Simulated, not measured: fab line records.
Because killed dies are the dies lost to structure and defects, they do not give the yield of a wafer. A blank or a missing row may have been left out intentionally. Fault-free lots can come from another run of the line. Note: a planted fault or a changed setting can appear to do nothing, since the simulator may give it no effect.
Lot-split experiment | flow gf180mcu | 23 wafers read from 5 lots, route of 602 steps

== SPLIT DETAILS ==
At GF_V2_CVD_23 (deposits W, target thk 350 nm, time 104.94 s), the setting tempC was moved away from the recipe's 400 C on 10 of the 23 wafers read, by -1.8% to +2.7%. This setting was run at the recipe's value on the other wafers.

== FROM THE SPLIT ON TO THE READING: in between, the file shows 1 step ==
- GF_V2_RS_MEAS_24: measures by four-point-probe

== THE READING ==
V2_W_THK, in nm, at GF_V2_THK_MEAS_25 (measures by xrf). On this fab line, fault-free wafers typically give 352 nm with a standard deviation of 5.1 nm.

wafer  | tool, chamber at the split | tempC as run, C | against the recipe | V2_W_THK, nm | against lot-mates on the recipe
L074.2 | cvdW-01, 1                 | 400             | recipe             | 355          | -
L074.3 | cvdW-01, 1                 | 392.8           | -1.8%              | 311          | -45
L074.4 | cvdW-01, 0                 | 400             | recipe             | 356          | -
L074.5 | cvdW-01, 1                 | 400             | recipe             | 356          | -
L074.6 | cvdW-01, 0                 | 392.8           | -1.8%              | 315          | -41
L078.1 | cvdW-02, 1                 | 400             | recipe             | 344          | -
L078.2 | cvdW-02, 0                 | 409.3           | +2.3%              | 411          | +66
L078.4 | cvdW-02, 0                 | 409.3           | +2.3%              | 412          | +68
L078.5 | cvdW-02, 0                 | 400             | recipe             | 345          | -
L078.6 | cvdW-02, 1                 | 409.3           | +2.3%              | 403          | +58
L082.2 | cvdW-02, 0                 | 400             | recipe             | 348          | -
L082.3 | cvdW-02, 0                 | 400             | recipe             | 351          | -
L082.4 | cvdW-02, 1                 | 400             | recipe             | 346          | -
L084.1 | cvdW-02, 1                 | 410.8           | +2.7%              | 439          | +78
L084.2 | cvdW-02, 0                 | 400             | recipe             | 365          | -
L084.3 | cvdW-02, 1                 | 400             | recipe             | 358          | -
L084.4 | cvdW-02, 0                 | 410.8           | +2.7%              | 435          | +74
L084.6 | cvdW-02, 1                 | 410.8           | +2.7%              | 439          | +78
L085.1 | cvdW-02, 0                 | 400             | recipe             | 345          | -
L085.3 | cvdW-02, 0                 | 404.8           | +1.2%              | 378          | +33
L085.4 | cvdW-02, 1                 | 404.8           | +1.2%              | 374          | +29
L085.5 | cvdW-02, 0                 | 400             | recipe             | 347          | -
L085.6 | cvdW-02, 1                 | 400             | recipe             | 343          | -

FIT RESULTS
A straight line over all 23 wafers: V2_W_THK changes by +27.1 nm for each +1% of tempC; r = +0.97; the points scatter about the line by 8.6 nm.
The same after taking each lot's own level away (the mean of its wafers on the recipe; 23 wafers): +26.9 nm for each +1%; r = +1.00; scatter 3.2 nm.
According to that fit, moving tempC by its largest amount changes the reading by 73 nm.
Measured against the standard deviation above, the lots' own levels, which go from 344.5 to 361.5 nm, span 3.3 times it.
The two slopes are in agreement: the lot-to-lot level therefore moves the slope only a little.
Check: for one of the wafers moved furthest among these (+2.7%), held out of the fit, the line's prediction against its lot-mates is +73.1 nm. It came out at +77.5 nm against them.

== OTHER SPLITS ON THESE WAFERS ==
Before the reading, these wafers also passed through other splits. Each is held against what the fit with the lots' levels taken away leaves over:
other split on the same wafers     | wafers away from the commonest value | r with V2_W_THK (lot level and that fit taken away)
GF_SAB_ETCH_11 timeS               | 11                                   | -0.26
GF_SALICIDE_SPUTTER_03 timeS       | 6                                    | +0.12
GF_CONTACT_CMP_04 leaveAboveRefNm  | 8                                    | +0.03
GF_CONTACT_DEVELOP_13 devTempC     | 7                                    | +0.00
GF_M1_SPUTTER_03 timeS             | 10                                   | -0.13
GF_V1_CVD_00 sih4FlowSccm          | 8                                    | +0.02
GF_M2_SPUTTER_02 chamberPressurePa | 15                                   | +0.07
GF_V2_CMP_04 leaveAboveRefNm       | 8                                    | -0.10
GF_V2_ETCH_16 ionEnergyEv          | 7                                    | -0.15

== THE WHOLE CHAIN: every reading that the file lists as answering this split, in the file's order ==
step              | what it does                                 | reading                                                               | change (the file's fit)             | r (the file's)
GF_V2_CVD_23      | deposits W, target thk 350 nm, time 104.94 s | W_of_V2_CVD_23.thkNm (the simulator's own value, which no gauge read) | +26 nm for each +1% of the setting  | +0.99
GF_V2_RS_MEAS_24  | measures by four-point-probe                 | V2_W_RS                                                               | -0.0222 for each +1% of the setting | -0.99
GF_V2_THK_MEAS_25 | measures by xrf                              | V2_W_THK                                                              | +27.1 for each +1% of the setting   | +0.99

== THE FILE'S OWN FIT ==
V2_W_THK changes by +27.1 nm for each +1% of tempC, r = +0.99.
